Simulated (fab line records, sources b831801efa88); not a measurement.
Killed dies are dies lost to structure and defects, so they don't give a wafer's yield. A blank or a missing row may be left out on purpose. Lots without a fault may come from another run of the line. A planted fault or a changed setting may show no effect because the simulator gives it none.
fab line records | flow gf180mcu
record lots=5 wafers=15 last_day=33
route steps=602 shown VT_IMPLANT@135 MVSD@136 NWELL@137 LVPWELL@138 MVPSD@139 DUAL_GATE@141 POLY_GATE@157
lots that met no fault: from a run of the same line without faults
start_h: hours from the record's first day to the start of the lot's first wafer shown | wait_h: hours since the lot's step before | " the same as in the row above | L1.1+2: a row that stands for several wafers | - no value, or no start given | * or withheld: withheld | < > ~ a bound
route shown NAME@n: a module of which the file shows steps, and the number in the route of the first | usual: mean/standard deviation of fault-free wafers | same: alike in all rows | chamber/n: place in a boat | sites: the reading at each site | _std_site: their standard deviation | _edge_site: outer sites' mean less inner sites' | radius_mm: how far each site lies from the wafer's centre | mask NAME#n: copy n | behind: the tool/chamber that last shaped the wafer | hold: why the lot was held/for how many hours/how that ended | device: the transistor (n, p or np) that didn't switch | end of line: the same wafers' tests at the end of the route | a step without rows: its recipe alone | killed: dies lost to structure and defects at the first sort, not the wafer's yield | map: a wafer's dies, x killed, . not, _ none there
set.NAME: the setting as run; set.NAME@STEP: as run at that earlier step | model.NAME: the simulator's own value behind a step, which no gauge read
lots at some steps of the route; a table a step, a row a wafer
services: from which hour (start_h, from the record's first day; less than 0 if before it) a tool's chamber was out of use, for how many hours, and why
## steps
# step GF_VT_IMPLANT_RTA_45
# recipe temp_c=1050 time_s=30 ambient=N2
# usual lamp_power_pct=35.2/1.2 wafer_temp_C_max=1056.2/1.7
# columns lot.wafer tool chamber start_h wait_h lamp_power_pct wafer_temp_C_max
L076.1 rtp_anneal-01 0 169.53 0.0 36.0 1054.7
L076.5 " 0 " " 36.0 1054.3
L076.6 " 0 " " 36.0 1056.4
L082.1 rtp_anneal-02 0 208.17 0.0 33.6 1058.1
L082.2 " 0 " " 33.5 1057.8
L082.6 " 0 " " 33.6 1058.9
L083.4 rtp_anneal-02 0 218.20 0.1 33.5 1059.9
L083.5 " 0 " " 33.5 1056.3
L083.6 " 0 " " 33.6 1059.2
L086.1 rtp_anneal-01 0 232.93 0.0 36.1 1054.7
L086.5 " 0 " " 36.1 1054.8
L086.6 " 0 " " 36.1 1054.5
L091.2 rtp_anneal-02 0 270.02 0.0 33.5 1058.5
L091.5 " 0 " " 33.5 1057.9
L091.6 " 0 " " 33.5 1056.2
# step GF_VT_IMPLANT_RS_MEAS_46
# recipe thk_meas_gauge=four-point-probe
# usual MVSD_RS=457.4/1.2
# columns lot.wafer tool chamber start_h wait_h MVSD_RS[ohm/sq]
L076.1 film_metro-03 - 169.63 0.1 458.4
L076.5 " - " " 456.9
L076.6 " - " " 457.3
L082.1 film_metro-01 - 208.27 0.1 458.5
L082.2 " - " " 459.2
L082.6 " - " " 459.7
L083.4 film_metro-04 - 218.31 0.1 458.3
L083.5 " - " " 459.7
L083.6 " - " " 457.9
L086.1 film_metro-04 - 233.13 0.2 455.6
L086.5 " - " " 456.5
L086.6 " - " " 455.9
L091.2 film_metro-01 - 270.12 0.1 456.3
L091.5 " - " " 456.4
L091.6 " - " " 456.0
# step GF_VT_IMPLANT_RS_MEAS_47
# recipe thk_meas_gauge=four-point-probe
# usual NWELL_RS=486.6/1.1
# columns lot.wafer tool chamber start_h wait_h NWELL_RS[ohm/sq]
L076.1 film_metro-03 - 169.75 0.1 485.5
L076.5 " - " " 485.8
L076.6 " - " " 485.5
L082.1 film_metro-01 - 208.39 0.1 486.9
L082.2 " - " " 487.1
L082.6 " - " " 486.8
L083.4 film_metro-04 - 218.43 0.1 486.1
L083.5 " - " " 484.8
L083.6 " - " " 486.4
L086.1 film_metro-04 - 233.25 0.1 488.4
L086.5 " - " " 486.1
L086.6 " - " " 489.4
L091.2 film_metro-01 - 270.24 0.1 485.0
L091.5 " - " " 484.7
L091.6 " - " " 485.4
# step GF_VT_IMPLANT_RS_MEAS_48
# recipe thk_meas_gauge=four-point-probe
# usual LVPWELL_RS=1199.0/2.6
# columns lot.wafer tool chamber start_h wait_h LVPWELL_RS[ohm/sq]
L076.1 film_metro-03 - 169.87 0.1 1196.0
L076.5 " - " " 1198.1
L076.6 " - " " 1199.9
L082.1 film_metro-01 - 208.51 0.1 1201.1
L082.2 " - " " 1199.4
L082.6 " - " " 1203.2
L083.4 film_metro-04 - 218.55 0.1 1198.6
L083.5 " - " " 1199.5
L083.6 " - " " 1203.0
L086.1 film_metro-04 - 233.37 0.1 1198.9
L086.5 " - " " 1194.0
L086.6 " - " " 1193.3
L091.2 film_metro-01 - 270.36 0.1 1203.5
L091.5 " - " " 1203.9
L091.6 " - " " 1205.0
# step GF_VT_IMPLANT_RS_MEAS_49
# recipe thk_meas_gauge=four-point-probe
# usual MVPSD_RS=1170.3/2.9
# columns lot.wafer tool chamber start_h wait_h MVPSD_RS[ohm/sq]
L076.1 film_metro-03 - 169.99 0.1 1167.2
L076.5 " - " " 1171.5
L076.6 " - " " 1170.5
L082.1 film_metro-01 - 208.63 0.1 1170.7
L082.2 " - " " 1172.7
L082.6 " - " " 1175.7
L083.4 film_metro-04 - 218.67 0.1 1168.6
L083.5 " - " " 1167.9
L083.6 " - " " 1167.0
L086.1 film_metro-04 - 233.49 0.1 1167.5
L086.5 " - " " 1169.2
L086.6 " - " " 1168.5
L091.2 film_metro-01 - 270.48 0.1 1171.3
L091.5 " - " " 1171.4
L091.6 " - " " 1167.9
# step GF_VT_IMPLANT_WET_ETCH_50
# recipe chemistry=dHF target_depth_nm=20 target=SiO2 temp_c=25 dilution=100:1 time_s=400
# columns lot.wafer tool chamber start_h wait_h
L076.1+5+6 wet_bench-02 3 170.11 0.1
L082.1+2+6 wet_bench-02 3 208.75 0.1
L083.4+5+6 wet_bench-04 3 218.73 0.0
L086.1+5+6 wet_bench-04 3 233.61 0.1
L091.2+5+6 wet_bench-04 3 270.58 0.1
# step GF_DUAL_GATE_CLEAN_00
# recipe chemistry=SC1/SC2 mix=1:4:20 temp_c=70 time_s=150
# columns lot.wafer tool chamber start_h wait_h
L076.1+5+6 wet_bench-03 2 170.37 0.0
L082.1+2+6 wet_bench-02 0 208.87 0.0
L083.4+5+6 wet_bench-02 1 218.85 0.0
L086.1+5+6 wet_bench-03 2 233.73 0.0
L091.2+5+6 wet_bench-03 0 270.71 0.0
# step GF_DUAL_GATE_CLEAN_01
# recipe chemistry=dHF time_s=20 dilution=100:1 dry=ipa_marangoni
# columns lot.wafer tool chamber start_h wait_h
L076.1+5+6 wet_bench-04 0 170.42 0.0
L082.1+2+6 wet_bench-02 1 208.92 0.0
L083.4+5+6 wet_bench-03 0 218.90 0.0
L086.1+5+6 wet_bench-04 3 233.84 0.0
L091.2+5+6 wet_bench-04 1 270.76 0.0
# step GF_DUAL_GATE_OXIDATION_02
# recipe temp_c=900 ambient=O2 stabilise_s=600 purge_s=300 target_thk_a=108.87 ox_time_s=1602
# usual zone_power_bottom_pct=28.5/2
# same purge_s=300
# columns lot.wafer tool chamber start_h wait_h zone_power_bottom_pct
L076.1 furnace-01 0 172.79 2.4 29.5
L076.5 " 0 " " 30.1
L076.6 " 0 " " 30.1
L082.1 furnace-02 0 209.06 0.1 25.8
L082.2 " 0 " " 26.1
L082.6 " 0 " " 25.3
L083.4 furnace-01 0 219.88 1.0 29.8
L083.5 " 0 " " 29.9
L083.6 " 0 " " 30.4
L086.1 furnace-02 0 234.96 1.1 25.8
L086.5 " 0 " " 25.8
L086.6 " 0 " " 26.6
L091.2 furnace-01 0 271.39 0.6 30.0
L091.5 " 0 " " 30.3
L091.6 " 0 " " 30.5
# step GF_DUAL_GATE_THK_MEAS_03
# recipe reads=SiO2_of_DUAL_GATE_OXIDATION_02
# usual DUAL_GATE_OXIDATION_00_THK=10.83/0.17
# columns lot.wafer tool chamber start_h wait_h DUAL_GATE_OXIDATION_00_THK[nm]
L076.1 film_metro-01 - 174.23 0.0 11.16
L076.5 " - " " 11.04
L076.6 " - " " 10.87
L082.1 film_metro-02 - 210.50 0.0 11.12
L082.2 " - " " 10.62
L082.6 " - " " 10.85
L083.4 film_metro-01 - 221.36 0.0 10.72
L083.5 " - " " 10.86
L083.6 " - " " 10.92
L086.1 film_metro-02 - 236.41 0.0 11.11
L086.5 " - " " 10.80
L086.6 " - " " 10.83
L091.2 film_metro-01 - 272.84 0.0 10.58
L091.5 " - " " 10.65
L091.6 " - " " 10.46
# step GF_DUAL_GATE_DEHYDRATE_04
# recipe temp_c=200 time_s=60
# usual chill_plate_temp_C=23.01/0.1
# columns lot.wafer tool chamber start_h wait_h chill_plate_temp_C
L076.1 litho_track-01 0 182.58 8.3 23.11
L076.5 " 0 " " 22.98
L076.6 " 0 " " 22.88
L082.1 litho_track-02 0 218.48 8.0 23.03
L082.2 " 0 " " 23.08
L082.6 " 0 " " 23.07
L083.4 litho_track-01 0 228.40 7.0 22.84
L083.5 " 0 " " 22.96
L083.6 " 0 " " 23.07
L086.1 litho_track-01 0 244.58 8.2 22.95
L086.5 " 0 " " 23.08
L086.6 " 0 " " 23.01
L091.2 litho_track-02 0 282.25 9.4 23.03
L091.5 " 0 " " 23.15
L091.6 " 0 " " 22.98
# step GF_DUAL_GATE_HMDS_05
# recipe prime_time_s=60 prime_temp_c=120
# usual chill_plate_temp_C=23.02/0.11
# columns lot.wafer tool chamber start_h wait_h chill_plate_temp_C
L076.1 litho_track-01 0 182.73 0.1 23.00
L076.5 " 0 " " 23.02
L076.6 " 0 " " 22.92
L082.1 litho_track-02 0 218.63 0.1 23.08
L082.2 " 0 " " 23.05
L082.6 " 0 " " 23.09
L083.4 litho_track-01 0 228.55 0.1 23.09
L083.5 " 0 " " 22.98
L083.6 " 0 " " 22.78
L086.1 litho_track-01 0 244.73 0.1 22.94
L086.5 " 0 " " 23.07
L086.6 " 0 " " 23.06
L091.2 litho_track-02 0 282.40 0.1 22.94
L091.5 " 0 " " 22.99
L091.6 " 0 " " 23.08
# step GF_DUAL_GATE_COAT_06
# recipe resist=NOVOLAK spin_rpm=3046 resist_thk_nm=1000
# usual chill_plate_temp_C=23.01/0.11
# columns lot.wafer tool chamber start_h wait_h chill_plate_temp_C
L076.1 litho_track-01 0 182.88 0.1 23.18
L076.5 " 0 " " 22.92
L076.6 " 0 " " 23.08
L082.1 litho_track-02 0 218.78 0.1 23.23
L082.2 " 0 " " 23.00
L082.6 " 0 " " 22.91
L083.4 litho_track-01 0 228.70 0.1 23.09
L083.5 " 0 " " 22.98
L083.6 " 0 " " 23.09
L086.1 litho_track-01 0 244.88 0.1 22.99
L086.5 " 0 " " 22.85
L086.6 " 0 " " 23.05
L091.2 litho_track-02 0 282.55 0.1 22.94
L091.5 " 0 " " 22.85
L091.6 " 0 " " 22.98
# step GF_DUAL_GATE_SOFTBAKE_07
# recipe temp_c=90 time_s=60 resist=NOVOLAK
# usual chill_plate_temp_C=22.97/0.097
# columns lot.wafer tool chamber start_h wait_h chill_plate_temp_C
L076.1 litho_track-01 0 183.03 0.1 22.96
L076.5 " 0 " " 23.06
L076.6 " 0 " " 23.02
L082.1 litho_track-02 0 218.93 0.1 23.06
L082.2 " 0 " " 22.83
L082.6 " 0 " " 22.85
L083.4 litho_track-01 0 228.85 0.1 23.12
L083.5 " 0 " " 22.88
L083.6 " 0 " " 23.00
L086.1 litho_track-01 0 245.03 0.1 22.94
L086.5 " 0 " " 23.21
L086.6 " 0 " " 23.03
L091.2 litho_track-02 0 282.70 0.1 22.84
L091.5 " 0 " " 23.08
L091.6 " 0 " " 22.82
# step GF_DUAL_GATE_EXPOSE_08
# recipe mask_id=Dualgate target_cd_nm=700 na=0.6 source_shape=conventional sigma_outer=0.6 dose_mj=140
# columns lot.wafer tool chamber start_h wait_h mask
L076.1+5+6 iline_stepper-01 0 - - Dualgate#0
L082.1+2+6 iline_stepper-02 0 - - Dualgate#0
L083.4+5+6 iline_stepper-01 0 - - Dualgate#0
L086.1+5+6 iline_stepper-01 0 - - Dualgate#0
L091.2+5+6 iline_stepper-01 0 - - Dualgate#0
# step GF_DUAL_GATE_PEB_09
# recipe temp_c=withheld time_s=* resist=NOVOLAK
# usual chill_plate_temp_C=*
# columns lot.wafer tool chamber start_h wait_h chill_plate_temp_C
L076.1 litho_track-02 0 - - *
L076.5 " 0 " " *
L076.6 " 0 " " *
L082.1 litho_track-02 0 - - *
L082.2 " 0 " " *
L082.6 " 0 " " *
L083.4 litho_track-02 0 - - *
L083.5 " 0 " " *
L083.6 " 0 " " *
L086.1 litho_track-01 0 - - *
L086.5 " 0 " " *
L086.6 " 0 " " *
L091.2 litho_track-02 0 - - *
L091.5 " 0 " " *
L091.6 " 0 " " *
# step GF_DUAL_GATE_DEVELOP_10
# recipe develop_time_s=60 dev_temp_c=23
# usual chill_plate_temp_C=22.99/0.099 developer_temp_C=23.02/0.1
# same develop_time_s=60
# columns lot.wafer tool chamber start_h wait_h chill_plate_temp_C developer_temp_C
L076.1 litho_track-02 0 190.48 0.1 23.02 23.01
L076.5 " 0 " " 22.99 22.91
L076.6 " 0 " " 22.92 22.87
L082.1 litho_track-02 0 227.03 0.1 22.90 23.00
L082.2 " 0 " " 23.06 23.07
L082.6 " 0 " " 23.08 22.96
L083.4 litho_track-02 0 238.25 0.1 23.08 23.13
L083.5 " 0 " " 22.98 22.94
L083.6 " 0 " " 22.85 22.96
L086.1 litho_track-01 0 254.48 0.1 22.95 23.25
L086.5 " 0 " " 22.96 23.12
L086.6 " 0 " " 22.88 23.11
L091.2 litho_track-02 0 291.55 0.1 23.04 22.98
L091.5 " 0 " " 23.12 22.90
L091.6 " 0 " " 22.89 22.82
# step GF_DUAL_GATE_OVL_MEAS_11
# usual DUAL_GATE_OVL=1.0/1.3
# columns lot.wafer tool chamber start_h wait_h DUAL_GATE_OVL[nm]
L076.1 overlay-02 - 190.63 0.1 4.1
L076.5 " - " " 3.3
L076.6 " - " " 3.2
L082.1 overlay-02 - 227.18 0.1 2.4
L082.2 " - " " 2.5
L082.6 " - " " 2.2
L083.4 overlay-02 - 238.35 0.1 2.4
L083.5 " - " " 1.9
L083.6 " - " " 1.5
L086.1 overlay-02 - 254.63 0.1 0.9
L086.5 " - " " 1.2
L086.6 " - " " 0.8
L091.2 overlay-02 - 291.68 0.1 1.0
L091.5 " - " " -0.1
L091.6 " - " " -0.6
# step GF_DUAL_GATE_WET_ETCH_12
# recipe chemistry=dHF target_depth_nm=13 dry=n2_spin target=SiO2 temp_c=25 dilution=100:1 time_s=260
# columns lot.wafer tool chamber start_h wait_h
L076.1+5+6 wet_bench-03 3 190.67 0.0
L082.1+2+6 wet_bench-03 3 227.22 0.0
L083.4+5+6 wet_bench-04 3 238.37 0.0
L086.1+5+6 wet_bench-03 2 254.66 0.0
L091.2+5+6 wet_bench-04 2 291.71 0.0
# step GF_DUAL_GATE_STRIP_13
# recipe chemistry=O2/N2 power_w=1400 pressure_mtorr=1500 platen_temp_c=250 o2_flow_sccm=3000 n2_flow_sccm=300 overash_fraction=0.5
# usual drypump_motor_current_A=5.7/0.44 heater_power_w=356/58 o2_flow_sccm=2999/9.6 oes_product_au=0.716/0.0045 strip_time_to_endpoint_s=12.55/0.04
# columns lot.wafer tool chamber start_h wait_h drypump_motor_current_A heater_power_w o2_flow_sccm oes_product_au rf_hours_counter_h strip_time_to_endpoint_s
L076.1 plasma_asher-03 1 190.75 0.0 5.8 317 3008 0.717 40 12.49
L076.5 " 1 " " 5.8 315 3018 0.724 - 12.56
L076.6 " 0 " " 6.3 344 3013 0.712 - 12.56
L082.1 plasma_asher-01 0 227.31 0.0 5.7 295 3004 0.723 58 12.56
L082.2 " 1 " " 5.4 337 2998 0.716 58 12.59
L082.6 " 1 " " 5.4 335 3000 0.724 - 12.54
L083.4 plasma_asher-03 0 238.48 0.0 6.3 353 3016 0.724 - 12.57
L083.5 " 1 " " 5.8 321 3008 0.713 - 12.58
L083.6 " 0 " " 6.2 356 3012 0.708 - 12.60
L086.1 plasma_asher-03 1 254.74 0.0 5.7 328 3009 0.708 47 12.61
L086.5 " 0 " " 6.3 352 2995 0.717 - 12.58
L086.6 " 1 " " 5.8 324 3009 0.707 - 12.61
L091.2 plasma_asher-02 1 291.88 0.0 4.9 350 2999 0.712 20 12.51
L091.5 " 0 " " 5.9 490 3008 0.714 - 12.49
L091.6 " 1 " " 4.9 352 3019 0.707 - 12.47
# step GF_DUAL_GATE_CLEAN_14
# recipe chemistry=SC1/SC2 mix=1:4:20 temp_c=70 time_s=150 dry=n2_spin
# columns lot.wafer tool chamber start_h wait_h
L076.1+5+6 wet_bench-03 1 190.85 0.1
L082.1+2+6 wet_bench-02 3 227.41 0.1
L083.4+5+6 wet_bench-02 3 238.55 0.0
L086.1+5+6 wet_bench-02 3 254.84 0.1
L091.2+5+6 wet_bench-02 3 291.98 0.1
# step GF_DUAL_GATE_OXIDATION_15
# recipe temp_c=850 ambient=O2 stabilise_s=600 purge_s=300 target_thk_a=70.98 ox_time_s=1995
# usual zone_power_bottom_pct=25.3/1.8
# same purge_s=300
# columns lot.wafer tool chamber start_h wait_h zone_power_bottom_pct
L076.1 furnace-01 0 192.69 1.8 26.6
L076.5 " 0 " " 26.8
L076.6 " 0 " " 27.3
L082.1 furnace-01 0 227.76 0.3 27.4
L082.2 " 0 " " 26.8
L082.6 " 0 " " 26.5
L083.4 furnace-01 0 239.81 1.2 26.8
L083.5 " 0 " " 26.9
L083.6 " 0 " " 27.0
L086.1 furnace-01 0 254.90 0.0 27.0
L086.5 " 0 " " 26.5
L086.6 " 0 " " 26.5
L091.2 furnace-02 0 292.03 0.0 23.2
L091.5 " 0 " " 23.1
L091.6 " 0 " " 23.3
# step GF_POLY_GATE_CVD_00
# recipe material=poly-Si target_thk_nm=200 temp_c=620 time_s=1200 pressure_mtorr=200
# usual zone_power_bottom_pct=12.6/0.89
# columns lot.wafer tool chamber start_h wait_h zone_power_bottom_pct
L076.1 lpcvd-02 0 194.24 0.0 14.1
L076.5 " 0 " " 13.9
L076.6 " 0 " " 13.9
L082.1 lpcvd-01 1 229.70 0.4 12.0
L082.2 " 1 " " 11.8
L082.6 " 1 " " 11.8
L083.4 lpcvd-01 1 241.97 0.6 11.7
L083.5 " 1 " " 11.8
L083.6 " 1 " " 11.7
L086.1 lpcvd-01 0 258.48 2.0 11.7
L086.5 " 0 " " 12.0
L086.6 " 0 " " 11.9
L091.2 lpcvd-01 1 294.67 1.1 11.9
L091.5 " 1 " " 11.7
L091.6 " 1 " " 11.6
# step GF_POLY_GATE_THK_MEAS_01
# recipe reads=poly-Si_of_POLY_GATE_CVD_00
# usual POLY_GATE_CVD_00_THK=200.4/1.6
# columns lot.wafer tool chamber start_h wait_h POLY_GATE_CVD_00_THK[nm]
L076.1 film_metro-02 - 195.58 0.0 198.2
L076.5 " - " " 197.8
L076.6 " - " " 198.6
L082.1 film_metro-04 - 231.04 0.0 200.5
L082.2 " - " " 200.2
L082.6 " - " " 199.2
L083.4 film_metro-03 - 243.34 0.0 199.4
L083.5 " - " " 199.4
L083.6 " - " " 199.4
L086.1 film_metro-02 - 259.81 0.0 199.4
L086.5 " - " " 199.3
L086.6 " - " " 199.6
L091.2 film_metro-02 - 296.02 0.0 201.3
L091.5 " - " " 199.6
L091.6 " - " " 200.7
# step GF_POLY_GATE_DEHYDRATE_02
# recipe temp_c=200 time_s=60
# usual chill_plate_temp_C=22.99/0.11
# columns lot.wafer tool chamber start_h wait_h chill_plate_temp_C
L076.1 litho_track-04 0 203.93 8.3 23.20
L076.5 " 0 " " 23.03
L076.6 " 0 " " 23.05
L082.1 litho_track-02 0 240.08 9.0 22.89
L082.2 " 0 " " 22.95
L082.6 " 0 " " 22.93
L083.4 litho_track-04 0 251.55 8.2 23.15
L083.5 " 0 " " 23.16
L083.6 " 0 " " 23.06
L086.1 litho_track-04 0 267.82 8.0 23.04
L086.5 " 0 " " 23.01
L086.6 " 0 " " 23.00
L091.2 litho_track-04 0 305.90 9.9 23.01
L091.5 " 0 " " 23.06
L091.6 " 0 " " 23.12
# step GF_POLY_GATE_HMDS_03
# recipe prime_time_s=60 prime_temp_c=120
# usual chill_plate_temp_C=22.97/0.1
# columns lot.wafer tool chamber start_h wait_h chill_plate_temp_C
L076.1 litho_track-04 0 204.08 0.1 22.90
L076.5 " 0 " " 23.10
L076.6 " 0 " " 23.00
L082.1 litho_track-02 0 240.23 0.1 22.98
L082.2 " 0 " " 23.11
L082.6 " 0 " " 23.13
L083.4 litho_track-04 0 251.70 0.1 23.05
L083.5 " 0 " " 23.11
L083.6 " 0 " " 23.07
L086.1 litho_track-04 0 267.97 0.1 22.85
L086.5 " 0 " " 22.77
L086.6 " 0 " " 22.71
L091.2 litho_track-04 0 306.05 0.1 22.88
L091.5 " 0 " " 23.07
L091.6 " 0 " " 23.10
# step GF_POLY_GATE_COAT_04
# recipe resist=BARC temp_c=withheld time_s=withheld spin_rpm=withheld resist_thk_nm=withheld
# usual chill_plate_temp_C=*
# columns lot.wafer tool chamber start_h wait_h chill_plate_temp_C
L076.1 litho_track-04 0 204.23 0.1 *
L076.5 " 0 " " *
L076.6 " 0 " " *
L082.1 litho_track-02 0 240.38 0.1 *
L082.2 " 0 " " *
L082.6 " 0 " " *
L083.4 litho_track-04 0 251.85 0.1 *
L083.5 " 0 " " *
L083.6 " 0 " " *
L086.1 litho_track-04 0 268.12 0.1 *
L086.5 " 0 " " *
L086.6 " 0 " " *
L091.2 litho_track-04 0 306.20 0.1 *
L091.5 " 0 " " *
L091.6 " 0 " " *
# step GF_POLY_GATE_COAT_05
# recipe resist=KrF spin_rpm=withheld resist_thk_nm=700
# usual chill_plate_temp_C=23.01/0.094
# columns lot.wafer tool chamber start_h wait_h chill_plate_temp_C
L076.1 litho_track-04 0 - - 23.10
L076.5 " 0 " " 23.18
L076.6 " 0 " " 23.22
L082.1 litho_track-02 0 - - 23.04
L082.2 " 0 " " 22.84
L082.6 " 0 " " 22.99
L083.4 litho_track-04 0 - - 22.90
L083.5 " 0 " " 23.04
L083.6 " 0 " " 23.04
L086.1 litho_track-04 0 - - 23.02
L086.5 " 0 " " 23.07
L086.6 " 0 " " 23.00
L091.2 litho_track-04 0 - - 23.10
L091.5 " 0 " " 22.97
L091.6 " 0 " " 22.87
# step GF_POLY_GATE_SOFTBAKE_06
# recipe temp_c=131.3 time_s=60 resist=KrF
# usual chill_plate_temp_C=23.00/0.095
# columns lot.wafer tool chamber start_h wait_h chill_plate_temp_C
L076.1 litho_track-04 0 - - 23.05
L076.5 " 0 " " 23.15
L076.6 " 0 " " 23.12
L082.1 litho_track-02 0 - - 23.10
L082.2 " 0 " " 22.98
L082.6 " 0 " " 23.03
L083.4 litho_track-04 0 - - 22.99
L083.5 " 0 " " 22.97
L083.6 " 0 " " 23.02
L086.1 litho_track-04 0 - - 23.15
L086.5 " 0 " " 23.05
L086.6 " 0 " " 23.03
L091.2 litho_track-04 0 - - 23.10
L091.5 " 0 " " 22.91
L091.6 " 0 " " 22.90
# step GF_POLY_GATE_EXPOSE_07
# recipe mask_id=Poly2 target_cd_nm=280 na=0.68 source_shape=conventional sigma_outer=0.6 dose_mj=28
# columns lot.wafer tool chamber start_h wait_h mask
L076.1+5+6 krf_scanner-02 0 - - Poly2#0
L082.1+2+6 krf_scanner-01 0 - - Poly2#0
L083.4+5+6 krf_scanner-02 0 - - Poly2#0
L086.1+5+6 krf_scanner-01 0 - - Poly2#0
L091.2+5+6 krf_scanner-01 0 - - Poly2#0
# step GF_POLY_GATE_PEB_08
# recipe peb_temp_c=135 peb_time_s=90 resist=KrF
# usual chill_plate_temp_C=23.00/0.098
# columns lot.wafer tool chamber start_h wait_h chill_plate_temp_C
L076.1 litho_track-04 0 - - 22.96
L076.5 " 0 " " 22.92
L076.6 " 0 " " 23.06
L082.1 litho_track-03 0 - - 23.08
L082.2 " 0 " " 23.13
L082.6 " 0 " " 23.14
L083.4 litho_track-03 0 - - 23.04
L083.5 " 0 " " 23.03
L083.6 " 0 " " 23.13
L086.1 litho_track-04 0 - - 23.07
L086.5 " 0 " " 22.89
L086.6 " 0 " " 23.07
L091.2 litho_track-02 0 - - 23.09
L091.5 " 0 " " 23.17
L091.6 " 0 " " 23.17
# step GF_POLY_GATE_DEVELOP_09
# recipe develop_time_s=60 resist=KrF dev_temp_c=21
# usual chill_plate_temp_C=23.03/0.11 developer_temp_C=20.98/0.11
# same develop_time_s=60
# columns lot.wafer tool chamber start_h wait_h chill_plate_temp_C developer_temp_C
L076.1 litho_track-04 0 213.23 0.2 23.03 20.97
L076.5 " 0 " " 22.94 20.99
L076.6 " 0 " " 23.02 21.07
L082.1 litho_track-03 0 249.30 0.2 23.21 21.02
L082.2 " 0 " " 23.18 21.04
L082.6 " 0 " " 22.99 21.23
L083.4 litho_track-03 0 261.88 0.1 22.95 21.06
L083.5 " 0 " " 23.08 20.96
L083.6 " 0 " " 22.77 21.18
L086.1 litho_track-04 0 278.07 0.2 22.87 21.11
L086.5 " 0 " " 22.81 20.94
L086.6 " 0 " " 22.83 20.96
L091.2 litho_track-02 0 317.20 0.2 23.07 20.99
L091.5 " 0 " " 23.02 21.12
L091.6 " 0 " " 23.08 21.03
# step GF_POLY_GATE_CD_MEAS_10
# recipe target_cd_nm=280
# usual cd_nm=280.0/1.4
# columns lot.wafer tool chamber start_h wait_h cd_nm
L076.1 cd_sem-01 - 213.38 0.1 280.5
L076.5 " - " " 280.5
L076.6 " - " " 281.7
L082.1 cd_sem-02 - 249.45 0.1 283.0
L082.2 " - " " 283.3
L082.6 " - " " 282.6
L083.4 cd_sem-01 - 262.01 0.1 279.6
L083.5 " - " " 277.7
L083.6 " - " " 279.5
L086.1 cd_sem-01 - 278.22 0.1 282.2
L086.5 " - " " 281.5
L086.6 " - " " 281.3
L091.2 cd_sem-02 - 317.35 0.1 277.8
L091.5 " - " " 280.8
L091.6 " - " " 279.8
# step GF_POLY_GATE_OVL_MEAS_11
# usual POLY_GATE_OVL=3/5
# columns lot.wafer tool chamber start_h wait_h POLY_GATE_OVL[nm]
L076.1 overlay-02 - 213.50 0.1 0
L076.5 " - " " 2
L076.6 " - " " -8
L082.1 overlay-02 - 249.57 0.1 7
L082.2 " - " " 4
L082.6 " - " " 0
L083.4 overlay-01 - 262.09 0.1 3
L083.5 " - " " 0
L083.6 " - " " -1
L086.1 overlay-02 - 278.34 0.1 3
L086.5 " - " " 2
L086.6 " - " " 4
L091.2 overlay-01 - 317.45 0.1 2
L091.5 " - " " 2
L091.6 " - " " 2
# step GF_POLY_GATE_ETCH_12
# recipe chemistry=N2/H2 target_depth_a=withheld overetch_a=withheld time_s=withheld target=BARC ion_energy_ev=200 source_w=500 bias_w=100 pressure_mtorr=30 n2_flow_sccm=100 h2_flow_sccm=200
# usual drypump_motor_current_A=5.7/0.4 oes_product_au=0.736/0.0048 throttle_valve_pct=13.214/0.0091
# columns lot.wafer tool chamber start_h wait_h drypump_motor_current_A oes_product_au throttle_valve_pct
L076.1 rie_diel-04 0 213.53 0.0 5.9 0.720 13.215
L076.5 " 3 " " 5.5 0.738 13.217
L076.6 " 0 " " 6.0 0.730 13.213
L082.1 rie_diel-03 1 249.61 0.0 5.7 0.735 13.206
L082.2 " 2 " " 5.9 0.736 13.216
L082.6 " 0 " " 6.1 0.731 13.221
L083.4 rie_diel-03 0 262.13 0.0 6.1 0.741 13.224
L083.5 " 1 " " 5.7 0.733 13.225
L083.6 " 2 " " 5.9 0.743 13.205
L086.1 rie_diel-04 1 278.38 0.0 4.9 0.732 13.226
L086.5 " 0 " " 5.9 0.739 13.222
L086.6 " 1 " " 4.9 0.736 13.228
L091.2 rie_diel-03 0 317.48 0.0 6.1 0.732 13.209
L091.5 " 2 " " 5.9 0.734 13.221
L091.6 " 3 " " 6.4 0.738 13.229
# step GF_POLY_GATE_ETCH_13
# recipe target=poly-Si target_depth_nm=198.5 stop_on=SiO2 over_etch_frac=0.403 chemistry=HBr/Cl2 icp_w=400 bias_w=100 pressure_mtorr=10 HBr_flow_sccm=150 Cl2_flow_sccm=50 time_s=69.6
# usual drypump_motor_current_A=5.9/0.43 oes_product_au=0.989/0.007 throttle_valve_pct=33.685/0.0087
# columns lot.wafer tool chamber start_h wait_h drypump_motor_current_A oes_product_au rf_hours_counter_h throttle_valve_pct
L076.1 rie_si-01 0 213.58 - 5.8 0.986 88 33.684
L076.5 " 0 " " 5.8 0.978 - 33.698
L076.6 " 3 " " 6.8 0.985 - 33.679
L082.1 rie_si-01 2 249.66 - 6.1 1.003 80 33.681
L082.2 " 1 " " 6.0 0.987 8 33.676
L082.6 " 2 " " 6.1 0.992 - 33.686
L083.4 rie_si-02 3 262.16 - 5.5 0.993 1 33.680
L083.5 " 0 " " 5.5 0.986 - 33.697
L083.6 " 3 " " 5.5 0.986 - 33.675
L086.1 rie_si-02 2 278.43 - 5.7 0.991 78 33.679
L086.5 " 0 " " 5.5 0.991 - 33.694
L086.6 " 1 " " 6.0 0.989 - 33.695
L091.2 rie_si-01 2 317.54 - 6.1 0.991 81 33.690
L091.5 " 1 " " 6.0 0.978 - 33.665
L091.6 " 0 " " 5.8 0.978 - 33.699
## services
# columns tool chamber start_h hours kind
krf_scanner-02 - 157.50 0.8 pm
krf_scanner-02 - 158.90 1.3 pm
iline_stepper-01 - 160.18 1.7 pm
krf_scanner-02 - 186.64 4.0 pm
rie_diel-03 3 186.94 1.5 repair
rie_si-02 0 188.47 4.8 repair
rtp_anneal-02 - 190.76 5.1 pm
rie_diel-04 1 195.86 15.4 repair
wet_bench-04 - 206.81 7.5 repair
furnace-01 - 210.38 3.4 pm
wet_bench-04 - 211.57 0.8 repair
furnace-01 - 216.73 3.1 pm
rie_si-01 - 217.20 2.8 pm
krf_scanner-01 - 238.91 1.3 pm
rie_diel-03 3 248.47 23.7 repair
plasma_asher-03 - 248.97 2.0 repair
iline_stepper-01 - 254.74 4.4 pm
krf_scanner-01 - 277.41 1.0 pm
rie_si-01 3 282.74 2.3 repair
rie_diel-03 3 285.18 1.6 repair
wet_bench-03 - 293.39 1.8 repair
wet_bench-03 - 295.56 1.8 repair
krf_scanner-01 - 308.38 0.4 repair
iline_stepper-01 - 311.54 14.1 repair
## key
fault none
